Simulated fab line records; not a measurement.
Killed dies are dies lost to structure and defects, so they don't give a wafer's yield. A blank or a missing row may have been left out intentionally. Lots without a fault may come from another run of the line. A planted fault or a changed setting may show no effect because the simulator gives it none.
Which tool was responsible? -- flow gf180mcu -- Sampling: 24 lots, 72 wafers, 6 of 602 route steps

## WHAT THE GAUGES READ, wafer by wafer
GF_M5_OVL_MEAS_08.
lot,measured,on,M5_OVL (nm)
L074,day 26 17:55,overlay-01,-10 -8 -10
L075,day 26 22:05,overlay-02,4 -3 -5
L076,day 27 03:50,overlay-01,0 1 0
L077,day 27 10:37,overlay-02,2 0 -10
L078,day 27 11:34,overlay-01,-2 -6 4
L080,day 28 02:51,overlay-02,-1 -6 -8
L079,day 28 03:34,overlay-02,-4 -10 -2
L081,day 28 15:34,overlay-01,-6 -2 2
L082,day 28 20:10,overlay-01,12 -4 7
L083,day 28 23:53,overlay-01,-4 1 0
L084,day 29 10:13,overlay-02,-2 -2 3
L085,day 29 14:50,overlay-02,1 10 6
L086,day 29 22:40,overlay-02,-5 10 0
L087,day 30 10:40,overlay-02,1 -5 -2
L088,day 30 15:22,overlay-01,-13 -9 -12
L089,day 30 23:59,overlay-01,5 -6 2
L090,day 31 01:16,overlay-02,0 -8 -1
L091,day 31 07:40,overlay-01,1 -1 -2
L092,day 31 15:02,overlay-01,-7 -11 -13
L093,day 31 22:37,overlay-02,1 -4 -5
L094,day 32 05:47,overlay-02,-2 6 6
L095,day 32 09:13,overlay-01,-14 -4 0
L096,day 32 15:59,overlay-01,-8 -5 -9
L097,day 32 18:13,overlay-01,11 5 7

GF_V5_RS_MEAS_24: measurement is done with a four-point probe.
lot,measured,on,V5_W_RS (ohm/sq)
L074,day 27 16:07,film_metro-01,0.325 0.321 0.320
L075,day 27 19:52,film_metro-03,0.319 0.324 0.322
L076,day 28 02:17,film_metro-03,0.320 0.320 0.316
L077,day 28 09:18,film_metro-02,0.330 0.328 0.330
L078,day 28 10:23,film_metro-01,0.319 0.318 0.315
L080,day 29 00:57,film_metro-02,0.327 0.326 0.326
L079,day 29 02:11,film_metro-02,0.317 0.321 0.318
L081,day 29 13:12,film_metro-03,0.330 0.333 0.329
L082,day 29 18:18,film_metro-02,0.329 0.330 0.331
L083,day 29 21:47,film_metro-02,0.330 0.327 0.328
L084,day 30 07:36,film_metro-02,0.325 0.326 0.328
L085,day 30 12:23,film_metro-02,0.330 0.329 0.326
L086,day 30 19:55,film_metro-02,0.330 0.327 0.326
L087,day 31 06:17,film_metro-01,0.323 0.320 0.325
L088,day 31 10:50,film_metro-01,0.319 0.329 0.326
L089,day 31 19:27,film_metro-02,0.318 0.316 0.321
L090,day 31 21:08,film_metro-01,0.322 0.326 0.329
L091,day 32 03:31,film_metro-01,0.330 0.334 0.335
L092,day 32 10:47,film_metro-01,0.336 0.331 0.330
L093,day 32 17:47,film_metro-02,0.329 0.332 0.326
L094,day 33 00:44,film_metro-02,0.325 0.326 0.327
L095,day 33 03:07,film_metro-02,0.331 0.331 0.336
L096,day 33 10:52,film_metro-03,0.324 0.330 0.327
L097,day 33 12:44,film_metro-03,0.328 0.326 0.328

GF_TOP_METAL_CD_MEAS_14: the cd target is 440 nm.
lot,measured,on,cd_nm (nm)
L074,day 28 12:40,cd_sem-02,439.2 438.8 439.4
L075,day 28 16:26,cd_sem-01,437.5 440.9 437.8
L076,day 28 22:07,cd_sem-02,443.7 445.9 444.4
L077,day 29 05:38,cd_sem-02,441.8 440.5 441.0
L078,day 29 06:22,cd_sem-01,437.7 437.0 438.7
L080,day 29 20:55,cd_sem-02,437.6 440.1 439.2
L079,day 29 21:31,cd_sem-01,437.1 440.5 439.2
L081,day 30 08:56,cd_sem-01,437.8 438.1 437.2
L082,day 30 13:07,cd_sem-02,437.2 436.9 438.4
L083,day 30 16:38,cd_sem-01,443.1 442.2 442.4
L084,day 31 01:53,cd_sem-01,441.6 440.5 440.3
L085,day 31 07:18,cd_sem-01,439.3 440.6 438.3
L086,day 31 14:34,cd_sem-01,444.7 442.9 443.6
L087,day 31 23:46,cd_sem-01,439.7 440.4 440.2
L088,day 32 04:04,cd_sem-01,437.4 440.1 439.0
L089,day 32 12:55,cd_sem-01,433.9 438.3 438.3
L090,day 32 14:14,cd_sem-01,440.2 440.6 439.6
L091,day 32 20:22,cd_sem-01,439.0 441.0 439.9
L092,day 33 03:25,cd_sem-01,443.2 441.1 442.9
L093,day 33 10:22,cd_sem-01,439.5 439.6 438.0
L094,day 33 16:52,cd_sem-01,438.7 437.9 437.7
L095,day 33 18:44,cd_sem-01,440.0 437.1 438.9
L096,day 34 02:22,cd_sem-01,442.0 443.5 439.8
L097,day 34 04:33,cd_sem-01,440.8 442.1 440.4

GF_PASSIVATION_THK_MEAS_03.
lot,measured,on,PASSIVATION_CVD_02_THK (nm)
L074,day 28 14:01,film_metro-01,682 687 707
L075,day 28 17:56,film_metro-04,685 691 694
L076,day 28 23:24,film_metro-01,685 702 700
L077,day 29 07:08,film_metro-01,691 688 701
L078,day 29 07:41,film_metro-01,691 699 703
L080,day 29 22:11,film_metro-01,680 701 692
L079,day 29 22:49,film_metro-01,689 706 706
L081,day 30 10:18,film_metro-01,704 699 718
L082,day 30 14:52,film_metro-04,689 690 680
L083,day 30 18:28,film_metro-04,688 692 687
L084,day 31 03:35,film_metro-01,684 697 707
L085,day 31 08:39,film_metro-04,694 692 703
L086,day 31 16:03,film_metro-04,687 687 695
L087,day 32 01:07,film_metro-01,699 707 705
L088,day 32 05:22,film_metro-04,699 695 696
L089,day 32 14:11,film_metro-03,703 701 705
L090,day 32 15:48,film_metro-03,710 695 689
L091,day 32 21:54,film_metro-03,691 691 706
L092,day 33 04:43,film_metro-01,690 700 698
L093,day 33 11:46,film_metro-03,697 710 695
L094,day 33 18:13,film_metro-03,700 698 707
L095,day 33 20:15,film_metro-03,687 705 702
L096,day 34 03:41,film_metro-04,687 690 721
L097,day 34 05:53,film_metro-04,694 677 707

## WHICH TOOL RAN EACH LOT (tool, then ch and the chambers of the sampled wafers, then the start)
lot,GF_MIM_SPUTTER_08,GF_TOP_METAL_SPUTTER_03
L074,"pvd_sputter-01, day 25 00:35","pvd_sputter-03, day 27 16:46"
L075,"pvd_sputter-01, day 25 03:20","pvd_sputter-03, day 27 20:32"
L076,"pvd_sputter-04, day 25 10:05","pvd_sputter-03, day 28 02:55"
L077,"pvd_sputter-03, day 25 17:19","pvd_sputter-02, day 28 09:57"
L078,"pvd_sputter-03, day 25 19:17","pvd_sputter-02, day 28 11:01"
L080,"pvd_sputter-03, day 26 09:47","pvd_sputter-03, day 29 01:34"
L079,"pvd_sputter-03, day 26 10:32","pvd_sputter-04, day 29 02:51"
L081,"pvd_sputter-01, day 26 23:16","pvd_sputter-02, day 29 13:51"
L082,"pvd_sputter-01, day 27 04:00","pvd_sputter-03, day 29 18:58"
L083,"pvd_sputter-04, day 27 07:51","pvd_sputter-04, day 29 22:25"
L084,"pvd_sputter-01, day 27 18:43","pvd_sputter-03, day 30 08:16"
L085,"pvd_sputter-01, day 27 23:33","pvd_sputter-02, day 30 13:02"
L086,"pvd_sputter-03, day 28 08:59","pvd_sputter-02, day 30 20:33"
L087,"pvd_sputter-01, day 28 20:01","pvd_sputter-04, day 31 06:55"
L088,"pvd_sputter-01, day 29 00:46","pvd_sputter-04, day 31 11:28"
L089,"pvd_sputter-03, day 29 08:34","pvd_sputter-02, day 31 20:07"
L090,"pvd_sputter-01, day 29 13:01","pvd_sputter-02, day 31 21:47"
L091,"pvd_sputter-03, day 29 19:34","pvd_sputter-04, day 32 04:37"
L092,"pvd_sputter-04, day 30 02:59","pvd_sputter-03, day 32 11:25"
L093,"pvd_sputter-03, day 30 10:52","pvd_sputter-04, day 32 18:25"
L094,"pvd_sputter-04, day 30 18:50","pvd_sputter-04, day 33 01:22"
L095,"pvd_sputter-04, day 30 22:04","pvd_sputter-04, day 33 03:46"
L096,"pvd_sputter-01, day 31 06:15","pvd_sputter-03, day 33 11:31"
L097,"pvd_sputter-03, day 31 08:38","pvd_sputter-04, day 33 13:26"
- GF_MIM_SPUTTER_08: material AlCu, target thk 200 nm, time 10.6 s.
- GF_TOP_METAL_SPUTTER_03: material Ti, target thk 5 nm, time 3.3 s.

## WHAT THE TOOLS THEMSELVES READ (means of the sampled wafers that have a number; where no wafer has one, the mark that the record gives instead)
GF_MIM_SPUTTER_08.
lot,tool,cathode_dc_power_W (W),throttle_valve_pct (%)
L074,pvd_sputter-01,10601,30.2
L075,pvd_sputter-01,10601,29.9
L076,pvd_sputter-04,10597,29.3
L077,pvd_sputter-03,10601,30.1
L078,pvd_sputter-03,10600,31.1
L080,pvd_sputter-03,10602,30.2
L079,pvd_sputter-03,10601,29.8
L081,pvd_sputter-01,10600,29.8
L082,pvd_sputter-01,10600,29.7
L083,pvd_sputter-04,10602,29.9
L084,pvd_sputter-01,10599,30.2
L085,pvd_sputter-01,10600,29.8
L086,pvd_sputter-03,10600,30.6
L087,pvd_sputter-01,10601,30.2
L088,pvd_sputter-01,10600,30.0
L089,pvd_sputter-03,10600,30.1
L090,pvd_sputter-01,10598,30.1
L091,pvd_sputter-03,10599,30.7
L092,pvd_sputter-04,10600,29.5
L093,pvd_sputter-03,10599,29.5
L094,pvd_sputter-04,10601,31.0
L095,pvd_sputter-04,10601,30.4
L096,pvd_sputter-01,10602,29.9
L097,pvd_sputter-03,10600,30.1

GF_TOP_METAL_SPUTTER_03.
lot,tool,cathode_dc_power_W (W),throttle_valve_pct (%)
L074,pvd_sputter-03,2999.7,29.4
L075,pvd_sputter-03,2999.8,30.3
L076,pvd_sputter-03,2999.4,29.8
L077,pvd_sputter-02,2999.5,30.3
L078,pvd_sputter-02,3000.2,29.9
L080,pvd_sputter-03,3000.0,30.4
L079,pvd_sputter-04,3000.5,30.2
L081,pvd_sputter-02,2999.6,31.1
L082,pvd_sputter-03,3000.6,29.6
L083,pvd_sputter-04,2999.8,30.4
L084,pvd_sputter-03,3000.6,30.2
L085,pvd_sputter-02,3000.4,30.4
L086,pvd_sputter-02,3000.0,30.7
L087,pvd_sputter-04,3000.1,29.3
L088,pvd_sputter-04,3000.2,29.7
L089,pvd_sputter-02,2999.8,30.6
L090,pvd_sputter-02,3000.0,30.8
L091,pvd_sputter-04,2999.7,30.6
L092,pvd_sputter-03,2999.8,29.6
L093,pvd_sputter-04,3000.1,31.1
L094,pvd_sputter-04,3000.3,32.1
L095,pvd_sputter-04,2999.6,29.9
L096,pvd_sputter-03,2999.7,29.9
L097,pvd_sputter-04,3000.5,30.8

## THE ANSWER, worked out from the rows above alone
Rule: usual is defined by the lots themselves. The widest of any qualifying gaps counts: lots, ordered by their means at a reading, are off when they make up no more than a third of the lots, leave a main group of 4 or more, and stand apart from it by 3 or more times the standard deviation of that group's means. If all means in a main group match to the digits the tables above print for the reading, that group is not used. Also off: a lot with no number at a reading for which 4 or more lots have one. The other lots that the step has rows for count as sound. The gauges are gone through in route order, then the tools' own readings, and for those a lot's mean is taken as printed above. At the first step where some lot is off, the reading lying furthest off is the one used; lots without a number count as furthest.
Nothing can be told from this: no lot is off at any reading shown.

## WHAT THE SIMULATOR HAD INSERTED
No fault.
